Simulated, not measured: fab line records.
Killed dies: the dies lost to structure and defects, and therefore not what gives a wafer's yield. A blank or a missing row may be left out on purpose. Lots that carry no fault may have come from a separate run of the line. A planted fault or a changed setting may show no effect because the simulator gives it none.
Which tool is to blame? | flow gf180mcu | 7 lots with 21 wafers sampled at 2 steps, on a route of 602 steps

WHAT THE GAUGES READ, wafer by wafer
GF_MIM_RS_MEAS_10: measurement is done with a four-point probe.
lot  | measured     | on            | MIM_ALCU_RS (ohm/sq)
L785 | day 25 06:28 | film_metro-03 | 0.1602 0.1617 0.1627
L787 | day 25 23:20 | film_metro-03 | 0.1595 0.1590 0.1615
L792 | day 27 16:39 | film_metro-04 | 0.1577 0.1591 0.1578
L795 | day 28 15:16 | film_metro-03 | 0.1613 0.1617 0.1612
L798 | day 29 08:00 | film_metro-03 | 0.1613 0.1634 0.1617
L803 | day 30 19:49 | film_metro-03 | 0.1610 0.1621 0.1626
L806 | day 31 11:38 | film_metro-03 | 0.1602 0.1609 0.1607

TOOL THAT RAN EACH LOT (tool first, then ch and the chambers of the sampled wafers, then the start)
lot  | GF_STI_CVD_03
L785 | lpcvd-02 ch 0, day 1 22:26
L787 | lpcvd-01 ch 1, day 2 07:34
L792 | lpcvd-02 ch 1, day 3 08:34
L795 | lpcvd-02 ch 1, day 3 23:34
L798 | lpcvd-02 ch 1, day 4 14:43
L803 | lpcvd-01 ch 0, day 5 16:19
L806 | lpcvd-01 ch 1, day 6 06:34
- GF_STI_CVD_03: deposits Si3N4 from DCS/NH3, target thk 207.16 nm, time 3551 s.

THE ANSWER, worked out from the rows above alone
Rule: what is usual is taken from the lots themselves. The widest of any qualifying gaps counts: lots, ordered by their means at a reading, are off when they make up no more than a third of the lots, leave a main group of 4 or more, and stand apart from it by 3 or more times the standard deviation of that group's means. A main group whose means are all the same, to the digits that the tables above print for the reading, isn't used. Also off: a lot with no number at a reading for which 4 or more lots have one. Any other lot the step has rows for is counted as sound.
None of the lots is off at any reading shown; this tells nothing.

WHAT THE SIMULATOR PUT IN
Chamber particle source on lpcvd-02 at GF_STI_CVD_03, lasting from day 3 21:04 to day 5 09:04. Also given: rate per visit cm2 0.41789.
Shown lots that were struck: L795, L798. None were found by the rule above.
